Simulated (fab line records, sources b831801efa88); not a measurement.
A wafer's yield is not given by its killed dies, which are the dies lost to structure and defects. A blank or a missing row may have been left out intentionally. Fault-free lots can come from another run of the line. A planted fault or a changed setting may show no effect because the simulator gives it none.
Which tool did it?    flow gf180mcu    42 wafers from 14 lots sampled at 4 of the route's 602 steps

## WHAT THE GAUGES SHOWED, per wafer
GF_TOP_METAL_CD_MEAS_14: target cd 440 nm. Usual: cd_nm 441.2 nm, standard deviation 1.8.
lot   measured      on         cd_nm (nm)         flag
L985  day 28 06:57  cd_sem-02  442.8 443.2 441.4  
L986  day 28 13:50  cd_sem-01  440.1 439.8 439.3  
L987  day 29 00:10  cd_sem-02  440.9 441.0 440.2  
L988  day 29 05:20  cd_sem-01  442.2 439.9 438.6  
L989  day 29 14:18  cd_sem-02  441.8 440.0 440.8  
L990  day 29 21:59  cd_sem-02  440.8 442.4 439.6  
L993  day 30 22:12  cd_sem-01  441.5 444.4 444.9  
L996  day 31 18:28  cd_sem-02  440.7 442.6 438.5  
L997  day 31 20:53  cd_sem-02  439.7 438.7 439.7  
L998  day 32 04:11  cd_sem-02  440.3 441.8 442.8  
L102  day 33 04:16  cd_sem-02  438.4 437.5 436.6  
L103  day 33 07:29  cd_sem-02  441.2 444.5 443.6  
L104  day 33 15:59  cd_sem-02  438.4 439.7 438.0  
L105  day 33 20:04  cd_sem-02  442.7 442.7 442.7  

GF_PASSIVATION_BOW_MEAS_14. Usual: for PASSIVATION_BOW the level is 135 um and the standard deviation is 11.
lot   measured      on             PASSIVATION_BOW (um)  flag
L985  day 29 05:46  film_metro-03  129 143 130           
L986  day 29 11:38  film_metro-01  122 148 132           
L987  day 29 21:57  film_metro-03  135 145 146           
L988  day 30 03:43  film_metro-01  117 114 120           
L989  day 30 12:13  film_metro-01  156 151 143           
L990  day 30 19:49  film_metro-01  131 133 133           
L993  day 31 19:08  film_metro-03  138 141 144           
L996  day 32 12:57  film_metro-03  150 141 145           
L997  day 32 17:12  film_metro-04  106 116 117           
L998  day 33 00:16  film_metro-03  142 150 158           
L102  day 33 23:18  film_metro-01  134 128 128           
L103  day 34 02:10  film_metro-01  128 126 139           
L104  day 34 10:28  film_metro-01  133 139 133           
L105  day 34 14:12  film_metro-03  141 137 144           

## WHAT TOOL EACH LOT RAN ON (gives the tool, then ch and the chambers of the sampled wafers, and finally the start)
lot   GF_MIM_STRIP_21                  GF_TOP_METAL_SPUTTER_01
L985  wet_bench-02 ch 2, day 25 13:55  pvd_sputter-03, day 27 11:07
L986  wet_bench-04 ch 1, day 25 20:23  pvd_sputter-02, day 27 17:16
L987  wet_bench-01 ch 0, day 26 07:52  pvd_sputter-03, day 28 04:16
L988  wet_bench-01 ch 0, day 26 14:44  pvd_sputter-02, day 28 10:02
L989  wet_bench-04 ch 3, day 27 00:34  pvd_sputter-04, day 28 19:17
L990  wet_bench-01 ch 2, day 27 07:45  pvd_sputter-02, day 29 02:44
L993  wet_bench-02 ch 0, day 28 10:56  pvd_sputter-02, day 30 04:23
L996  wet_bench-04 ch 2, day 29 08:40  pvd_sputter-03, day 31 00:59
L997  wet_bench-02 ch 2, day 29 11:01  pvd_sputter-03, day 31 02:55
L998  wet_bench-01 ch 1, day 29 19:08  pvd_sputter-04, day 31 11:36
L102  wet_bench-04 ch 0, day 30 23:32  pvd_sputter-02, day 32 12:14
L103  wet_bench-04 ch 1, day 31 01:44  pvd_sputter-02, day 32 15:41
L104  wet_bench-01 ch 2, day 31 11:08  pvd_sputter-02, day 33 00:31
L105  wet_bench-01 ch 0, day 31 14:35  pvd_sputter-04, day 33 03:53
- GF_MIM_STRIP_21: strips in post etch residue remover, time 1200 s.
- GF_TOP_METAL_SPUTTER_01: material TiN, target thk 30 nm, time 25 s.

## WHAT THE TOOLS THEMSELVES READ (means of the sampled wafers that have a number; where no wafer has one, the mark that the record gives instead)
GF_MIM_STRIP_21. Usual: temp_c 72.50 C, standard deviation 0.13.
lot   tool          temp_c (C)  flag
L985  wet_bench-02  72.55       
L986  wet_bench-04  72.52       
L987  wet_bench-01  72.19       
L988  wet_bench-01  72.40       
L989  wet_bench-04  72.47       
L990  wet_bench-01  72.66       
L993  wet_bench-02  72.54       
L996  wet_bench-04  72.47       
L997  wet_bench-02  72.46       
L998  wet_bench-01  72.52       
L102  wet_bench-04  72.59       
L103  wet_bench-04  72.50       
L104  wet_bench-01  72.50       
L105  wet_bench-01  72.55       

GF_TOP_METAL_SPUTTER_01. Usual: throttle_valve_pct 30.3 %, standard deviation 1.3.
lot   tool            throttle_valve_pct (%)  flag
L985  pvd_sputter-03  29.8                    
L986  pvd_sputter-02  30.5                    
L987  pvd_sputter-03  31.6                    
L988  pvd_sputter-02  29.6                    
L989  pvd_sputter-04  30.0                    
L990  pvd_sputter-02  30.7                    
L993  pvd_sputter-02  29.7                    
L996  pvd_sputter-03  31.1                    
L997  pvd_sputter-03  31.1                    
L998  pvd_sputter-04  29.9                    
L102  pvd_sputter-02  30.4                    
L103  pvd_sputter-02  28.5                    
L104  pvd_sputter-02  31.7                    
L105  pvd_sputter-04  30.1                    

## THE ANSWER, worked out from the rows above alone
Rule: lot off if the mean of its wafers having a number is beyond 3 standard deviations from the usual mean. Also off: a lot with no number at a reading for which 4 or more lots have one. The other lots that the step has rows for count as sound. Order of review: gauges by route order, followed by the tools' own readings, for which a lot's mean as printed above is used. At the first step where some lot is off, the reading lying furthest off is the one used; lots without a number count as furthest.
Nothing can be told from this: no lot is off at any reading shown.

## WHAT THE SIMULATOR HAD PUT IN
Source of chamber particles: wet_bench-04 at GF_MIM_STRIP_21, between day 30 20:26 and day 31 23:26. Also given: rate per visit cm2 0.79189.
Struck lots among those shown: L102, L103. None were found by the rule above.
